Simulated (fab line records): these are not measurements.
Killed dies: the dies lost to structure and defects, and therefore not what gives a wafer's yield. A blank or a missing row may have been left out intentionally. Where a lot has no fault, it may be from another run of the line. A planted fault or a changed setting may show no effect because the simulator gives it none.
fab line records | flow sky130 | part 2 of 2: steps 27 to 27 of 27
[record] lots = 7 wafers = 20 last-day = 50
route steps=708 shown LDD_LDN@294 SPACER@304 POLY_CUT@307 PAD_OPEN@708
lots with no fault: from the same line, run without faults
start-h: start of the lot's first displayed wafer, in hours after the record's first day | wait-h: how many hours have passed since the lot's step before this one | " the same as in the row above | L1.1+2: a single row standing in for several wafers | - no value, or no start was given | * or withheld: withheld | < > ~ a bound
route shown NAME@n: NAME is a module with steps in the file, n the number in the route of the first one | usual: mean/standard deviation taken from wafers without a fault | same: alike in all rows | chamber/n: place in a boat | sites: the reading at each site | _std_site: standard deviation of those values | _edge_site: outer sites' mean less inner sites' | radius-mm: for every site, how far away it sits from the centre of the wafer | mask NAME#n: copy n | behind: tool/chamber where the wafer was last shaped | hold: why the lot was held/for how many hours/how that ended | device: the n, p or np transistor that did not switch | end of line: at the end of the route, the tests of the same wafers | a step given without rows: its recipe and nothing more | killed: dies that structure and defects cost at the first sort, which is not the same as the wafer's yield | map: the dies of a wafer, with x for killed, . for not killed, _ for no die there
set.NAME: the setting that was run; set.NAME@STEP: the one run at that earlier step | model.NAME: the simulator's own value behind a step, which no gauge read
lots seen at some steps along the route; tables by step, rows by wafer
services: the hour from which a tool's chamber was out of use, counted from the record's first day as start-h (under 0 if before that day), plus the number of hours and why
[[steps]]
[step SKY_PAD_OPEN_PROBE_99]
[usual] killed_at_M0_to_M3 = 44/6.5 killed_at_M4_up = 3.3/1.9 killed-at-contacts = 24/5.3 killed-at-front-end = 15/4.5 killed-at-other = 0.3/0.58 killed-dies = 87/9.3 killed-open = 48/6.6 killed-short = 39/6.1
[same] gross-dies = 492 killed-at-back-side = 0
// columns lot.wafer tool chamber start-h wait-h killed_at_M0_to_M3 killed_at_M4_up killed-at-contacts killed-at-front-end killed-at-other killed-dies killed-open killed-short model.etest.pfet_01v8.r-on-ohm-um model.etest.res-pdiff.line-ohm-um model.etest.res-ndiff.line-ohm-um model.etest.sonos-uncharged.r-on-ohm-um model.etest.pfet_01v8.drive-ua-um model.etest.res-pdiff.rs-ohm-sq model.etest.sram-pfet-latch.drive-ua-um model.etest.pfet_01v8_hvt.drive-ua-um
L726.1 prober-01 - 1104.73 0.1 37 4 30 17 0 88 56 32 2883 1392 794.8 834.8 194.3 199.3 137.9 142.9
L726.5 prober-01 - 1104.93 0.2 55 2 17 14 0 88 55 33 2934 1371 782.3 819 192 199.4 145.8 143
L726.6 prober-01 - 1104.98 0.2 43 3 23 16 0 85 44 41 2848 1373 785.3 803.5 196.7 198.4 144 146.3
L731.2 prober-01 - 1115.84 0.1 46 0 25 15 1 87 52 35 2949 1357 769.8 811.8 190.8 198.1 143.4 142.1
L731.3 prober-01 - 1115.89 0.2 32 5 30 15 1 83 42 41 2931 1356 765.3 823.5 187.9 198.4 144.4 140.5
L731.5 prober-01 - 1115.99 0.2 53 3 31 17 0 104 59 45 2908 1364 769.6 820.6 190.5 196.7 143.8 142.2
L732.2 prober-01 - 1125.68 0.1 45 3 25 17 1 91 51 40 2973 1387 777.6 820.9 185.2 195.3 137.9 139
L732.3 prober-01 - 1125.73 0.2 31 1 31 16 1 80 49 31 2923 1346 757.6 812.9 192.9 195.1 141.1 143.8
L732.5 prober-01 - 1125.83 0.2 45 5 19 23 0 92 50 42 2976 1362 759.7 810.5 186.5 195.7 139.5 138.4
L738.1 prober-01 - 1159.61 0.1 47 4 16 18 0 85 53 32 2950 1352 769.5 821.2 189.5 190.9 138.9 140.9
L738.2 prober-01 - 1159.66 0.1 58 1 21 10 0 90 51 39 2801 1330 758.3 801.2 198.1 188.9 148.3 148.1
L738.3 prober-01 - 1159.71 0.2 45 5 23 19 0 92 55 37 2995 1421 779.6 819.2 187.9 199.8 134.8 139.2
L739.1 prober-02 - 1165.89 0.1 41 2 28 21 0 92 50 42 2731 1298 728.8 791 209.1 189.7 159.5 155.5
L739.4 prober-02 - 1166.04 0.2 43 3 23 12 1 82 42 40 2945 1394 773.1 819.7 191.8 201.5 145.5 142.8
L739.5 prober-02 - 1166.09 0.2 41 4 19 20 0 84 52 32 2925 1361 768.9 825.1 190.5 200.8 145.1 141.9
L742.2 prober-01 - 1174.93 0.1 54 4 18 8 0 84 38 46 2796 1341 754.7 811.2 198.6 189.2 144.6 148.1
L742.5 prober-01 - 1175.08 0.2 56 0 27 28 0 111 56 55 2954 1394 794.6 814.6 185.2 199.8 135 137.8
L748.1 prober-02 - 1193.90 0.1 50 7 24 11 1 93 54 39 2969 1359 740.4 820.5 186.8 198.5 144.5 139.5
L748.4 prober-02 - 1194.05 0.2 44 6 33 14 0 97 52 45 2871 1354 744.6 794.7 194.3 198 148.4 144.7
L748.5 prober-02 - 1194.10 0.2 48 2 29 11 2 92 52 40 2977 1354 743.7 808.2 184.7 200.7 136.4 137.7
// killed by level:class
L726.1 LI_CONTACT:geometric-particle:open=12 VIA1:geometric-particle:open=11 CONTACT:geometric-particle:short=9 FIELD_ISO:geometric-particle:short=7 CONTACT:geometric-particle:open=6 VIA2:geometric-particle:open=6 VIA3:geometric-particle:open=6 FIELD_ISO:geometric-particle:open=5
L726.5 VIA1:geometric-particle:open=11 CONTACT:geometric-particle:open=9 METAL1:geometric-particle:short=9 VIA2:geometric-particle:open=7 VIA3:geometric-particle:open=7 METAL2:geometric-particle:short=5 LI_CONTACT:geometric-particle:open=4 METAL1:geometric-particle:open=4
L726.6 VIA3:geometric-particle:open=9 CONTACT:geometric-particle:open=8 FIELD_ISO:geometric-particle:short=7 VIA1:geometric-particle:open=7 VIA2:geometric-particle:open=7 FIELD_ISO:geometric-particle:open=6 LOCAL_INTERCONNECT:geometric-particle:short=5 VIA1:geometric-particle:short=5
L731.2 VIA1:geometric-particle:open=12 CONTACT:geometric-particle:open=10 LI_CONTACT:geometric-particle:open=8 VIA2:geometric-particle:open=8 METAL2:geometric-particle:short=6 VIA2:geometric-particle:short=6 FIELD_ISO:geometric-particle:short=4 VIA1:geometric-particle:short=4
L731.3 VIA2:geometric-particle:open=9 CONTACT:geometric-particle:open=8 CONTACT:geometric-particle:short=8 LI_CONTACT:geometric-particle:open=7 FIELD_ISO:geometric-particle:open=5 METAL1:geometric-particle:short=5 VIA1:geometric-particle:short=5 LOCAL_INTERCONNECT:geometric-particle:short=4
L731.5 VIA1:geometric-particle:open=13 CONTACT:geometric-particle:open=11 LI_CONTACT:geometric-particle:open=9 VIA3:geometric-particle:open=8 VIA1:geometric-particle:short=6 FIELD_ISO:geometric-particle:short=5 FIELD_ISO:geometric-particle:open=5 POLY_GATE:geometric-particle:short=5
L732.2 VIA1:geometric-particle:open=10 VIA3:geometric-particle:open=9 POLY_GATE:geometric-particle:open=8 LI_CONTACT:geometric-particle:open=8 CONTACT:geometric-particle:short=6 CONTACT:geometric-particle:open=5 METAL1:geometric-particle:short=5 METAL2:geometric-particle:short=5
L732.3 CONTACT:geometric-particle:open=10 LOCAL_INTERCONNECT:geometric-particle:short=7 LI_CONTACT:geometric-particle:open=6 VIA3:geometric-particle:open=6 POLY_GATE:geometric-particle:open=5 POLY_GATE:geometric-particle:short=5 VIA1:geometric-particle:open=5 FIELD_ISO:geometric-particle:open=4
L732.5 VIA1:geometric-particle:open=13 VIA3:geometric-particle:open=8 FIELD_ISO:geometric-particle:short=6 LI_CONTACT:geometric-particle:open=6 VIA1:geometric-particle:short=6 POLY_GATE:geometric-particle:open=5 CONTACT:geometric-particle:open=5 METAL2:geometric-particle:short=5
L738.1 VIA1:geometric-particle:open=13 POLY_GATE:geometric-particle:open=7 LI_CONTACT:geometric-particle:open=7 METAL2:geometric-particle:short=7 CONTACT:geometric-particle:open=6 VIA3:geometric-particle:open=6 VIA1:geometric-particle:short=5 METAL1:geometric-particle:short=5
L738.2 VIA1:geometric-particle:open=14 CONTACT:geometric-particle:open=11 VIA2:geometric-particle:open=10 VIA3:geometric-particle:open=9 METAL2:geometric-particle:short=7 METAL1:geometric-particle:short=6 VIA2:geometric-particle:short=5 VIA3:geometric-particle:short=4
L738.3 CONTACT:geometric-particle:open=12 VIA1:geometric-particle:open=9 VIA2:geometric-particle:open=9 POLY_GATE:geometric-particle:open=7 VIA2:geometric-particle:short=7 LI_CONTACT:geometric-particle:open=6 FIELD_ISO:geometric-particle:open=5 VIA3:geometric-particle:open=5
L739.1 CONTACT:geometric-particle:open=11 VIA1:geometric-particle:open=9 METAL1:geometric-particle:short=7 CONTACT:geometric-particle:short=6 VIA2:geometric-particle:open=6 METAL2:geometric-particle:short=6 POLY_GATE:geometric-particle:short=5 LI_CONTACT:geometric-particle:open=5
L739.4 VIA1:geometric-particle:open=13 VIA3:geometric-particle:open=7 CONTACT:geometric-particle:short=7 CONTACT:geometric-particle:open=7 LI_CONTACT:geometric-particle:open=5 POLY_GATE:geometric-particle:short=4 VIA3:geometric-particle:short=4 METAL1:geometric-particle:short=4
L739.5 VIA1:geometric-particle:open=10 FIELD_ISO:geometric-particle:open=10 CONTACT:geometric-particle:open=9 METAL2:geometric-particle:short=7 VIA3:geometric-particle:open=7 VIA2:geometric-particle:open=5 LI_CONTACT:geometric-particle:open=4 METAL1:geometric-particle:short=4
L742.2 VIA1:geometric-particle:open=13 METAL2:geometric-particle:short=9 METAL1:geometric-particle:short=7 VIA2:geometric-particle:open=7 FIELD_ISO:geometric-particle:short=6 CONTACT:geometric-particle:short=6 VIA1:geometric-particle:short=6 CONTACT:geometric-particle:open=5
L742.5 VIA1:geometric-particle:open=12 VIA1:geometric-particle:short=9 LI_CONTACT:geometric-particle:open=8 CONTACT:geometric-particle:open=8 VIA3:geometric-particle:open=8 FIELD_ISO:geometric-particle:short=7 VIA3:geometric-particle:short=7 LOCAL_INTERCONNECT:geometric-particle:short=6
L748.1 VIA1:geometric-particle:open=10 METAL1:geometric-particle:short=8 LI_CONTACT:geometric-particle:open=8 VIA2:geometric-particle:open=8 CONTACT:geometric-particle:open=7 VIA1:geometric-particle:short=7 CONTACT:geometric-particle:short=7 VIA3:geometric-particle:open=6
L748.4 CONTACT:geometric-particle:open=14 VIA1:geometric-particle:open=12 METAL2:geometric-particle:short=8 POLY_GATE:geometric-particle:short=6 LOCAL_INTERCONNECT:geometric-particle:short=6 VIA2:geometric-particle:open=6 METAL3:geometric-particle:short=5 LI_CONTACT:geometric-particle:short=5
L748.5 VIA1:geometric-particle:open=17 CONTACT:geometric-particle:open=16 CONTACT:geometric-particle:short=6 VIA2:geometric-particle:open=6 METAL1:geometric-particle:short=5 VIA1:geometric-particle:short=5 METAL3:geometric-particle:short=5 FIELD_ISO:geometric-particle:short=4
[[services]]
// columns tool chamber start-h hours kind
rie-diel-01 3 546.72 15.1 repair
plasma-asher-03 - 547.99 54.4 pm
rie-diel-01 2 568.86 2.9 repair
rie-diel-02 2 576.73 7.0 repair
rie-diel-01 0 589.50 2.1 repair
rie-diel-02 - 596.53 15.6 pm
plasma-asher-04 - 599.26 4.6 repair
plasma-asher-02 - 605.16 0.5 repair
plasma-asher-04 - 613.08 0.8 repair
rie-diel-01 - 615.24 14.6 pm
plasma-asher-02 - 621.26 28.1 pm
rie-diel-01 0 651.01 2.9 repair
rie-diel-02 0 670.39 4.3 repair
plasma-asher-03 - 679.06 3.1 repair
plasma-asher-02 - 692.86 2.8 pm
rie-diel-04 3 694.70 8.5 repair
rie-diel-02 0 695.12 - clean
rie-diel-02 0 695.12 24.2 scheduled-down
rie-diel-04 0 702.39 3.8 repair
rie-diel-01 3 705.32 14.8 repair
plasma-asher-03 - 726.85 3.9 repair
plasma-asher-03 - 733.75 9.0 pm
plasma-asher-03 - 738.77 3.7 repair
rie-diel-04 2 739.08 7.0 repair
[[key]]
[first-sign] step = SKY_SPACER_ETCHBACK_02 reading = run-length-s direction = up sigmas = 29 usual = * struck = *
[effect] step = SKY_SPACER_ETCHBACK_02 reading = oes-product-au direction = down sigmas = 15 usual = 0.856 struck = 0.760
[effect] step = SKY_POLY_CUT_ETCH_11 reading = oes-product-au direction = down sigmas = 4.2 usual = 0.830 struck = 0.804
[model-effect] step = SKY_SPACER_ETCHBACK_02 value = SiO2_of_SONOS_ONO_CVD_04.thk-nm without = 4.215 struck = 2.985
[model-effect] step = SKY_POLY_CUT_ETCH_11 value = etch.depth-nm without = 62.03 struck = 58.62
[model-effect] step = SKY_PAD_OPEN_PROBE_99 value = etest.pfet_01v8.r-on-ohm-um without = 2958 struck = 2819
met-at SKY_SPACER_ETCHBACK_02
struck-wafers L738.1,L738.2,L739.1,L742.2
tester-left-out L738,L739,L742
onset-between 570.73 653.68
[fault] kind = process-parameter-drift tool = rie-diel-02 chamber = - onset-h = 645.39 steps = SKY_SPACER_ETCHBACK_02 channel = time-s offset = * shape = step end-h = 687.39 scope = struck-wafers-only acts-in = * stated = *
// tester-left-out: of these lots the tester's yield and bins aren't shown, on N5 and GAA mostly nor the transistor test; their killed dies are dies lost to structure and defects alone, not to doping, threshold or leakage, so they don't give the yield
